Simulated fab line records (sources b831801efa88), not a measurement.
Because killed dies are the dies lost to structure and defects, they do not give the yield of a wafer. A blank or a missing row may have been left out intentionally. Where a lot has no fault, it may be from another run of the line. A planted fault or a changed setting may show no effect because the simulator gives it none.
Which tool was responsible? | flow sky130 | Sampling: 13 lots, 39 wafers, 4 of 708 route steps

## WHAT EACH GAUGE READ, for each wafer
SKY_CONTACT_THK_MEAS_01.
lot  | measured     | on            | CONTACT_CVD_00_THK (nm)
L715 | day 30 21:47 | film-metro-03 | 74.6 74.7 75.2
L716 | day 31 15:29 | film-metro-04 | 74.6 74.9 76.4
L720 | day 32 15:38 | film-metro-04 | 74.3 75.6 75.9
L723 | day 33 19:55 | film-metro-03 | 74.0 73.4 74.2
L727 | day 34 16:35 | film-metro-03 | 74.2 73.3 74.9
L729 | day 35 16:44 | film-metro-03 | 75.2 74.4 76.3
L730 | day 36 10:02 | film-metro-04 | 74.4 74.0 75.7
L732 | day 36 10:54 | film-metro-04 | 75.4 76.7 76.6
L731 | day 36 12:12 | film-metro-04 | 74.7 74.6 76.1
L733 | day 36 15:04 | film-metro-04 | 75.9 75.3 74.9
L734 | day 37 04:23 | film-metro-01 | 73.9 74.9 74.0
L735 | day 37 11:31 | film-metro-04 | 74.8 74.5 75.3
L736 | day 37 17:06 | film-metro-04 | 73.3 74.8 74.7

SKY_METAL1_THK_MEAS_06: measures by xrf.
lot  | measured     | on            | METAL1_ALCU_THK (nm)
L715 | day 32 03:35 | film-metro-02 | 247.1 247.0 247.4
L716 | day 32 21:19 | film-metro-04 | 250.0 250.1 250.2
L720 | day 33 21:10 | film-metro-02 | 245.5 248.1 249.2
L723 | day 35 01:26 | film-metro-01 | 252.6 250.2 249.7
L727 | day 35 19:38 | film-metro-02 | 246.6 246.6 243.6
L729 | day 36 20:50 | film-metro-04 | 244.7 245.1 246.7
L730 | day 37 14:24 | film-metro-01 | 245.9 249.3 247.6
L732 | day 37 15:40 | film-metro-04 | 244.1 243.2 247.9
L731 | day 37 16:37 | film-metro-04 | 250.6 250.2 252.1
L733 | day 37 19:29 | film-metro-04 | 248.4 248.0 249.3
L734 | day 38 07:55 | film-metro-02 | 241.1 241.5 241.6
L735 | day 38 14:14 | film-metro-04 | 246.5 243.5 245.7
L736 | day 38 20:23 | film-metro-02 | 243.0 244.4 244.2

SKY_METAL1_CD_MEAS_15: target cd 140 nm.
lot  | measured     | on        | cd-nm (nm)
L715 | day 33 06:28 | cd-sem-01 | 139.3 139.7 139.2
L716 | day 34 00:42 | cd-sem-01 | 140.7 141.9 143.7
L720 | day 34 23:36 | cd-sem-02 | 140.4 139.6 141.5
L723 | day 36 02:23 | cd-sem-01 | 140.2 139.7 140.5
L727 | day 36 22:20 | cd-sem-02 | 138.4 140.1 139.5
L729 | day 37 21:39 | cd-sem-02 | 141.9 141.4 142.7
L730 | day 38 15:45 | cd-sem-01 | 135.8 137.0 138.0
L732 | day 38 16:40 | cd-sem-02 | 138.7 140.8 140.7
L731 | day 38 17:33 | cd-sem-02 | 136.5 137.6 138.6
L733 | day 38 20:43 | cd-sem-01 | 137.7 136.8 137.4
L734 | day 39 08:09 | cd-sem-02 | 138.7 138.1 138.2
L735 | day 39 14:08 | cd-sem-01 | 138.3 138.1 138.4
L736 | day 39 21:01 | cd-sem-02 | 137.1 138.1 137.9

## WHAT TOOL EACH LOT RAN ON (gives the tool, then ch and the chambers of the sampled wafers, and finally the start)
lot  | SKY_METAL1_SPUTTER_03
L715 | pvd-sputter-01, day 32 03:23
L716 | pvd-sputter-02, day 32 21:08
L720 | pvd-sputter-02, day 33 20:58
L723 | pvd-sputter-02, day 35 01:16
L727 | pvd-sputter-04, day 35 19:26
L729 | pvd-sputter-01, day 36 20:39
L730 | pvd-sputter-01, day 37 14:13
L732 | pvd-sputter-01, day 37 15:28
L731 | pvd-sputter-02, day 37 16:25
L733 | pvd-sputter-02, day 37 19:16
L734 | pvd-sputter-04, day 38 07:44
L735 | pvd-sputter-04, day 38 14:03
L736 | pvd-sputter-01, day 38 20:10
- SKY_METAL1_SPUTTER_03: material Ti, target thk 5 nm, time 3.3 s.

## AS READ BY THE TOOLS THEMSELVES (means over the sampled wafers that have a number; for cases with no such wafer, the mark the record gives instead)
SKY_METAL1_SPUTTER_03.
lot  | tool           | cathode-dc-power-W (W) | throttle-valve-pct (%)
L715 | pvd-sputter-01 | 2999.8                 | 29.2
L716 | pvd-sputter-02 | 2999.5                 | 29.4
L720 | pvd-sputter-02 | 3091.1                 | 29.4
L723 | pvd-sputter-02 | 3091.2                 | 30.5
L727 | pvd-sputter-04 | 3000.0                 | 30.1
L729 | pvd-sputter-01 | 3000.0                 | 29.2
L730 | pvd-sputter-01 | 2999.9                 | 29.8
L732 | pvd-sputter-01 | 2999.9                 | 29.2
L731 | pvd-sputter-02 | 3000.1                 | 30.2
L733 | pvd-sputter-02 | 3000.1                 | 30.0
L734 | pvd-sputter-04 | 3000.4                 | 30.1
L735 | pvd-sputter-04 | 3000.6                 | 30.2
L736 | pvd-sputter-01 | 3000.2                 | 29.2

## THE ANSWER, worked out from the rows above alone
Rule: the lots themselves supply what counts as usual. Put in order of their means at a reading, lots are off if they are a third of the lots or fewer, leave a main group of 4 or more, and stand apart from it by a gap of 3 or more times the standard deviation of the main group's means; of several such gaps the widest counts. A main group whose means are all the same, to the digits that the tables above print for the reading, isn't used. A lot without any number at a reading at which 4 lots or more have one is off too. Where the step has rows for the other lots, those lots are counted as sound. Order of review: gauges by route order, followed by the tools' own readings, for which a lot's mean as printed above is used. At the first step where some lot is off, the reading lying furthest off is the one used; lots without a number count as furthest.
Off, at SKY_METAL1_SPUTTER_03 on cathode-dc-power-W: L720, L723. The main group has a mean of 3000.0 W with a standard deviation of 0.28.
If a tool, at that step or one of the process steps before it, ran each lot that is off and ran no sound lot following the first of them, it fits. None of those tried fits.

## WHAT THE SIMULATOR HAD PUT IN
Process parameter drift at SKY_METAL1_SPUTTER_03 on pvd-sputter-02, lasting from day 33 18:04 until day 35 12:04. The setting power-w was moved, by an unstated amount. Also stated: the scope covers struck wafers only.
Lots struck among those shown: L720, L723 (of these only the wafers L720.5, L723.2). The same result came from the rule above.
